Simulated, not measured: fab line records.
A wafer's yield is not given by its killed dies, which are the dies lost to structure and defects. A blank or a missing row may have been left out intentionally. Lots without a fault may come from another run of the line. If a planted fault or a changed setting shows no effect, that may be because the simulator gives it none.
Split-lot experiment + flow gf180mcu + 23 wafers read from 5 lots, route of 602 steps

THE SPLIT ITSELF
At GF_HV_LDD_IMPLANT_09, the setting dose_cm2 was moved away from the recipe's 1e+14 on 7 of the 23 wafers read, by -12.7% to +12.4%. For the rest of the wafers, this setting stayed at what the recipe calls for.

FROM THE SPLIT TO THE READING: what the file shows between them, 12 steps
- GF_HV_LDD_STRIP_10: strips in O2/N2
- GF_HV_LDD_TW_MEAS_11
- GF_HV_LDD_EXPOSE_28: exposes mask Nplus HV AREA, target cd 400 nm (also split here: dose_mj)
- GF_HV_LDD_DEVELOP_30: develop time 60 s (also split here: develop_time_s)
- GF_HV_LDD_CD_MEAS_31: target cd 400 nm
- GF_HV_LDD_COAT_41: resist thk 1000 nm (also split here: spin_rpm)
- GF_HV_LDD_SOFTBAKE_42: time 60 s
- GF_HV_LDD_EXPOSE_43: exposes mask Pplus HV AREA, target cd 400 nm
- GF_HV_LDD_IMPLANT_48
- GF_HV_LDD_STRIP_49: strips in O2/N2
- GF_HV_LDD_CLEAN_51: cleans in SC1/SC2, time 150 s
- GF_HV_LDD_RTA_52: time 10 s

THE READING
HV_LDD_RS (ohm/sq), read at GF_HV_LDD_RS_MEAS_53 with a four-point probe. A value of 418.5 ohm/sq with a standard deviation of 0.9 ohm/sq is what fault-free wafers of this fab line usually give.

| wafer  | tool, chamber at the split | dose_cm2 as run | against the recipe | HV_LDD_RS, ohm/sq | against lot-mates on the recipe |
|--------|----------------------------|-----------------|--------------------|-------------------|---------------------------------|
| L074.1 | implanter-02, 0            | 1e+14           | recipe             | 418.5             | -                               |
| L074.2 | implanter-02, 0            | 1e+14           | recipe             | 418.6             | -                               |
| L074.3 | implanter-02, 0            | 1e+14           | recipe             | 419.3             | -                               |
| L074.4 | implanter-02, 0            | 1e+14           | recipe             | 419.3             | -                               |
| L074.5 | implanter-02, 0            | 1e+14           | recipe             | 418.5             | -                               |
| L076.1 | implanter-04, 0            | 1e+14           | recipe             | 418.8             | -                               |
| L076.3 | implanter-04, 0            | 1.075e+14       | +7.5%              | 404.9             | -13.5                           |
| L076.4 | implanter-04, 0            | 1e+14           | recipe             | 417.8             | -                               |
| L076.5 | implanter-04, 0            | 1e+14           | recipe             | 418.6             | -                               |
| L076.6 | implanter-04, 0            | 1.075e+14       | +7.5%              | 405.8             | -12.6                           |
| L079.1 | implanter-01, 0            | 1e+14           | recipe             | 418.3             | -                               |
| L079.4 | implanter-01, 0            | 1e+14           | recipe             | 418.8             | -                               |
| L079.5 | implanter-01, 0            | 1e+14           | recipe             | 417.7             | -                               |
| L080.1 | implanter-01, 0            | 8.727e+13       | -12.7%             | 442.5             | +23.0                           |
| L080.2 | implanter-01, 0            | 1e+14           | recipe             | 418.8             | -                               |
| L080.3 | implanter-01, 0            | 8.727e+13       | -12.7%             | 444.6             | +25.1                           |
| L080.5 | implanter-01, 0            | 8.727e+13       | -12.7%             | 444.8             | +25.3                           |
| L080.6 | implanter-01, 0            | 1e+14           | recipe             | 420.2             | -                               |
| L083.2 | implanter-02, 0            | 1e+14           | recipe             | 418.1             | -                               |
| L083.3 | implanter-02, 0            | 1e+14           | recipe             | 418.7             | -                               |
| L083.4 | implanter-02, 0            | 1.124e+14       | +12.4%             | 397.3             | -21.6                           |
| L083.5 | implanter-02, 0            | 1e+14           | recipe             | 419.8             | -                               |
| L083.6 | implanter-02, 0            | 1.124e+14       | +12.4%             | 398.3             | -20.6                           |

FIT RESULTS
A straight line over all 23 wafers: HV_LDD_RS changes by -1.86 ohm/sq for each +1% of dose_cm2; r = -1.00; the points scatter about the line by 1.1 ohm/sq.
The same after taking each lot's own level away (the mean of its wafers on the recipe; 23 wafers): -1.82 ohm/sq for each +1%; r = -1.00; scatter 0.87 ohm/sq.
According to that fit, moving dose_cm2 by its largest amount changes the reading by 23 ohm/sq.
Measured against the standard deviation above, the lots' own levels, which go from 418.27 to 419.50 ohm/sq, span 1.4 times it.
Hence the lot-to-lot level has little effect on the slope; both slopes agree.
Check: with one of the wafers moved furthest among these (-12.7%) left out of the fit, the line predicts +23.7 ohm/sq for it against its lot-mates. It came out at +23 ohm/sq against them.

THE OTHER SPLITS THESE WAFERS WENT THROUGH
Before the reading, these wafers also passed through other splits. Each is held against what the fit with the lots' levels taken away leaves over:
| other split on the same wafers          | wafers away from the commonest value | r with HV_LDD_RS (lot level and that fit taken away) |
|-----------------------------------------|--------------------------------------|------------------------------------------------------|
| GF_VT_IMPLANT_IMPLANT_08 dose_cm2       | 8                                    | -0.11                                                |
| GF_VT_IMPLANT_COAT_24 resist_thk_nm     | 7                                    | -0.31                                                |
| GF_VT_IMPLANT_DEVELOP_28 develop_time_s | 7                                    | +0.25                                                |
| GF_POLY_GATE_OXIDATION_16 temp_c        | 18                                   | +0.14                                                |
| GF_HV_LDD_EXPOSE_04 dose_mj             | 9                                    | -0.11                                                |
| GF_HV_LDD_EXPOSE_28 dose_mj             | 11                                   | +0.00                                                |
| GF_HV_LDD_DEVELOP_30 develop_time_s     | 9                                    | +0.37                                                |
| GF_HV_LDD_COAT_41 spin_rpm              | 11                                   | +0.24                                                |

THE WHOLE CHAIN: every reading that the file lists as answering this split, in the file's order
| step                 | what it does                 | reading   | change (the file's fit)           | r (the file's) |
|----------------------|------------------------------|-----------|-----------------------------------|----------------|
| GF_HV_LDD_TW_MEAS_11 |                              | HV_LDD_TW | +6.6 for each +1% of the setting  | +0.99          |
| GF_HV_LDD_RS_MEAS_53 | measures by four-point-probe | HV_LDD_RS | -1.81 for each +1% of the setting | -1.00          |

FILE'S OWN FIT
HV_LDD_RS changes by -1.81 ohm/sq for each +1% of dose_cm2, r = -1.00.
